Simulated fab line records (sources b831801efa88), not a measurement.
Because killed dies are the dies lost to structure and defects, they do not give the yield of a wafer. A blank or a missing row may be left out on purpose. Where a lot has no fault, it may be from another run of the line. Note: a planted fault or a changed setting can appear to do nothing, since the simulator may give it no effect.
2 desks looking at one fault    flow gf180mcu    numbers are kept per desk, each desk with only its own; the story behind them comes last

FROM THE METROLOGY DESK
What the gauges read for every lot (on any tool): the sampled wafers with a number, averaged. A lot is out of limits, marked OUT, if its mean lies more than 4 standard deviations from the usual mean; the brackets give that distance.
Columns: A = POLY_GATE_CVD_00_THK at GF_POLY_GATE_THK_MEAS_01, usual 200.5 nm; B = POLY_GATE_OVL at GF_POLY_GATE_OVL_MEAS_11, usual 2 nm; C = HV_LDD_2_TW at GF_HV_LDD_TW_MEAS_23, usual 1048; D = cdNm at GF_HV_LDD_CD_MEAS_31, usual 399.8 nm
lot   first seen here  A      B   C              D
L997  day 8 14:40      200.9  6   1041           401.8
L998  day 8 19:24      199.9  1   1037           404.8
L999  day 8 23:45      199.1  1   1047           399.0
L100  day 9 12:35      198.6  4   1074           400.4
L102  day 10 05:45     201.8  1   1048           401.8
L104  day 10 13:55     201.4  -0  1049           401.9
L103  day 10 13:56     205.9  3   1035           397.8
L105  day 10 23:45     200.3  0   1063           398.9
L106  day 11 04:50     203.6  7   1037           397.7
L110  day 12 06:58     200.8  2   1050           396.9
L114  day 13 12:10     201.2  -6  924 (-11) OUT  400.0
L115  day 13 15:13     202.8  13  900 (-13) OUT  400.7
L119  day 14 20:52     201.3  -2  1052           403.0
L120  day 15 00:20     198.4  -7  1043           394.1
This desk finds L114, L115 out of limits, with the earliest case on L114 at day 16 06:55 (HV_LDD_2_TW at GF_HV_LDD_TW_MEAS_23). Within limits: L997, L998, L999, L100, L102, L104, L103, L105, L106, L110, L119, L120.

TOOL OWNER'S DESK, implanter-04
The tool's own readings at GF_HV_LDD_IMPLANT_21: means of the sampled wafers that have a number, for each lot that ran on this tool. A lot is out of limits, marked OUT, if its mean lies more than 4 standard deviations from the usual mean; the brackets give that distance.
Columns: A = doseIonsCm2 at GF_HV_LDD_IMPLANT_21, usual 4.999e+13; B = faradayCurrentUA at GF_HV_LDD_IMPLANT_21, usual 282
lot   first seen here  A                            B
L998  day 11 07:11     4.997e+13                    282
L100  day 11 23:46     4.996e+13                    283
L102  day 12 15:34     4.997e+13                    281
L104  day 13 00:52     5.004e+13                    282
L103  day 13 02:17     5.003e+13                    282
L106  day 13 20:35     5.009e+13                    280
L110  day 14 21:45     5.010e+13                    284
L114  day 16 06:42     3.181e+13 (-99 or more) OUT  179 (-20) OUT
L115  day 16 09:05     3.168e+13 (-99 or more) OUT  180 (-20) OUT
This desk's verdict: out of limits on L114, L115, starting with L114 at day 16 06:42 (doseIonsCm2 at GF_HV_LDD_IMPLANT_21). Within limits: L998, L100, L102, L104, L103, L106, L110.

BROUGHT TOGETHER
At day 16 06:42, on L114, L115, the tool owner's desk was in a position to raise an alarm.
The metrology desk could have raised an alarm at day 16 06:55, on L114, L115.
All the named lots went through GF_HV_LDD_IMPLANT_21 on implanter-04.

WHAT THE SIMULATOR HAD PUT IN
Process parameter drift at GF_HV_LDD_IMPLANT_21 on implanter-04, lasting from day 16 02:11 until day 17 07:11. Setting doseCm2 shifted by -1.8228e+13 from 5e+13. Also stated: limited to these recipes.
Lots struck among those shown: L114, L115.
Hours from the fault's start to each desk's first reading out of limits: the tool owner's desk, 5; the metrology desk, 5.
